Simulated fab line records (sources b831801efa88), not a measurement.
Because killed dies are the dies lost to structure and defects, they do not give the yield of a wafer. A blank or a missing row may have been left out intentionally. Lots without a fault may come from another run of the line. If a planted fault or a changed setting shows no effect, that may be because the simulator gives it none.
A lot that was struck, set against a sound lot + flow sky130 + 36 steps out of a route of 708
Sound: these wafers, L302.1, L302.5, L302.6. Wafers struck: L306.1, L306.3, L306.5. The cause is named last.
At each step with rows: each side's tool, then ch and its chambers, then its first start. Under that, the readings that differ: sound wafers + struck wafers + difference of the means + sigmas: that difference in standard deviations of wafers without a fault.
alike: readings with means less than 2 such deviations apart, plus words and numbers identical on both sides. not compared: withheld readings, readings lacking a value on some wafer, bounds such as >300 that could conceal the same value, and numbers that have no deviation in the record and whose values overlap.
The two part at a step that has a row with sigmas, a row that says differs or no value, or rows on one side only. Non-overlapping numbers with no deviation appear without sigmas and do not part them. A reading missing from all wafers of one side parts the sides only when that side holds two or more wafers.

first, 10 steps without rows for these wafers: SKY_GATE_OXIDE_COAT_05 (resist thk 1140 nm); SKY_GATE_OXIDE_SOFTBAKE_06 (time 60 s); SKY_GATE_OXIDE_EXPOSE_07 (exposes mask LVOM, target cd 600 nm); SKY_GATE_OXIDE_PEB_08; SKY_GATE_OXIDE_DEVELOP_09 (develop time 60 s); SKY_GATE_OXIDE_IMPLANT_11; SKY_GATE_OXIDE_WET_ETCH_12 (etches SiO2 in dHF, target depth 16.8 nm, time 336 s); SKY_GATE_OXIDE_STRIP_13 (strips in O2/N2); SKY_GATE_OXIDE_CLEAN_15 (cleans in SC1/SC2, time 150 s); SKY_GATE_OXIDE_OXIDATION_16 (stabilise 600 s, purge 300 s, target thk 3.57 nm).
SKY_POLY_GATE_CVD_00: deposits poly-Si, target thk 180 nm, time 720 s.
  sound on lpcvd-01 ch 0, day 17 20:11; struck on lpcvd-01 ch 1, day 19 01:21
| reading                                       | sound             | struck          | difference | sigmas |
|-----------------------------------------------|-------------------|-----------------|------------|--------|
| model.poly-Si_of_POLY_GATE_CVD_00.thk_nm (nm) | 180.1 180.5 181.2 | 165 166.8 164.9 | -15        |        |
SKY_POLY_GATE_THK_MEAS_01:
  sound: film_metro-01 at day 17 21:23; struck: film_metro-04 at day 19 02:33
| reading                   | sound             | struck            | difference | sigmas |
|---------------------------|-------------------|-------------------|------------|--------|
| POLY_GATE_CVD_00_THK (nm) | 180.2 180.4 181.2 | 165.0 166.8 164.9 | -15.0      | -11    |
then, 9 steps without rows for these wafers: SKY_RES_PROTECT_DEHYDRATE_00 (time 60 s); SKY_RES_PROTECT_HMDS_01 (prime time 60 s); SKY_RES_PROTECT_COAT_02 (resist thk 1140 nm); SKY_RES_PROTECT_SOFTBAKE_03 (time 60 s); SKY_RES_PROTECT_EXPOSE_04 (exposes mask RPM, target cd 1270 nm); SKY_RES_PROTECT_PEB_05; SKY_RES_PROTECT_DEVELOP_06 (develop time 60 s); SKY_POLY_GATE_IMPLANT_02; SKY_RES_PROTECT_STRIP_07 (strips in O2/N2).
SKY_RES_PROTECT_CLEAN_09: cleans in SC1/SC2, time 150 s.
  sound on wet_bench-01 ch 2, day 19 02:52; struck on wet_bench-01 ch 3, day 20 09:40
| reading                                       | sound             | struck            | difference | sigmas |
|-----------------------------------------------|-------------------|-------------------|------------|--------|
| model.poly-Si_of_POLY_GATE_CVD_00.thk_nm (nm) | 179.4 179.8 180.6 | 164.4 166.2 164.3 | -15.0      |        |
  alike: bath_guard_temp_C
then, 11 steps without rows for these wafers: SKY_POLY_GATE_CVD_03 (deposits Si3N4 from DCS/NH3, target thk 75 nm, time 1290 s); SKY_POLY_GATE_DEHYDRATE_05 (time 60 s); SKY_POLY_GATE_HMDS_06 (prime time 60 s); SKY_POLY_GATE_COAT_07 (resist thk 110 nm); SKY_POLY_GATE_COAT_08 (resist thk 450 nm); SKY_POLY_GATE_SOFTBAKE_09 (time 90 s); SKY_POLY_GATE_EXPOSE_10 (exposes mask P1M, target cd 150 nm); SKY_POLY_GATE_PEB_11; SKY_POLY_GATE_DEVELOP_12 (develop time 60 s); SKY_POLY_GATE_ETCH_15 (etches BARC in N2/H2, stops on SiO2, time 118.5 s, target depth 110 nm); SKY_POLY_GATE_ETCH_16 (etches Si3N4 in CH3F/O2, stops on poly-Si, time 147.5 s, target depth 75 nm).
SKY_POLY_GATE_ETCH_17: etches poly-Si in HBr/Cl2, stops on SiO2, target depth 180 nm, time 70.5 s.
  sound on rie_si-02 ch 0,1,2, day 20 12:14; struck on rie_si-02 ch 0,1, day 21 18:37
| reading                               | sound             | struck            | difference | sigmas |
|---------------------------------------|-------------------|-------------------|------------|--------|
| oes_product_au (a.u.)                 | 0.990 0.993 0.992 | 0.934 0.938 0.928 | -0.058     | -7     |
| model.etch.depth_nm (nm)              | 179.4 179.7 179.5 | 164.4 166.2 164.3 | -14.6      |        |
| model.POLY_GATE.feature_depth_nm (nm) | 179.4 179.7 179.5 | 164.4 166.2 164.3 | -14.6      |        |
  alike: chamber_pressure_mTorr, drypump_motor_current_A, rf_fwd_power_W, throttle_valve_pct
  not compared: rf_hours_counter_h
then, 1 step without rows for these wafers: SKY_POLY_GATE_STRIP_18 (strips in O2/N2).
-- a jump in the record: the struck wafers' starts before and after are 28 days apart (it breaks off in module POLY_GATE and resumes in module PAD_OPEN, where the first step shown is number 708 of the route) --
SKY_PAD_OPEN_PROBE_99:
  sound: prober-02 at day 48 14:46; struck: prober-02 at day 49 09:49
| reading                             | sound             | struck            | difference | sigmas |
|-------------------------------------|-------------------|-------------------|------------|--------|
| model.etest.res_high_po.line_ohm_um | 725 709.2 720.9   | 748.6 759.1 783.3 | +45.3      |        |
| model.etest.res_high_po.rs_ohm_sq   | 254 249.7 253.3   | 273.1 271 275.7   | +20.9      |        |
| model.etest.cap_li_to_poly.c_af_um2 | 103.8 100.3 102   | 95.79 95.91 94.61 | -6.60      |        |
| model.etest.res_poly.rs_ohm_sq      | 47.72 47.21 46.74 | 50.88 49.97 51.67 | +3.62      |        |
  alike: killed_at_M0_to_M3, killed_at_M4_up, killed_at_contacts, killed_at_front_end, killed_at_other, killed_dies, killed_on_rim, killed_open, killed_short
  not compared: model.etest.res_poly.line_ohm_um

WHERE THEY PART
Last at SKY_POLY_GATE_ETCH_17 as far as this record goes, first at SKY_POLY_GATE_THK_MEAS_01. Later steps at which nothing parts them and some readings are alike: SKY_PAD_OPEN_PROBE_99.

WHY: what the simulator had put in
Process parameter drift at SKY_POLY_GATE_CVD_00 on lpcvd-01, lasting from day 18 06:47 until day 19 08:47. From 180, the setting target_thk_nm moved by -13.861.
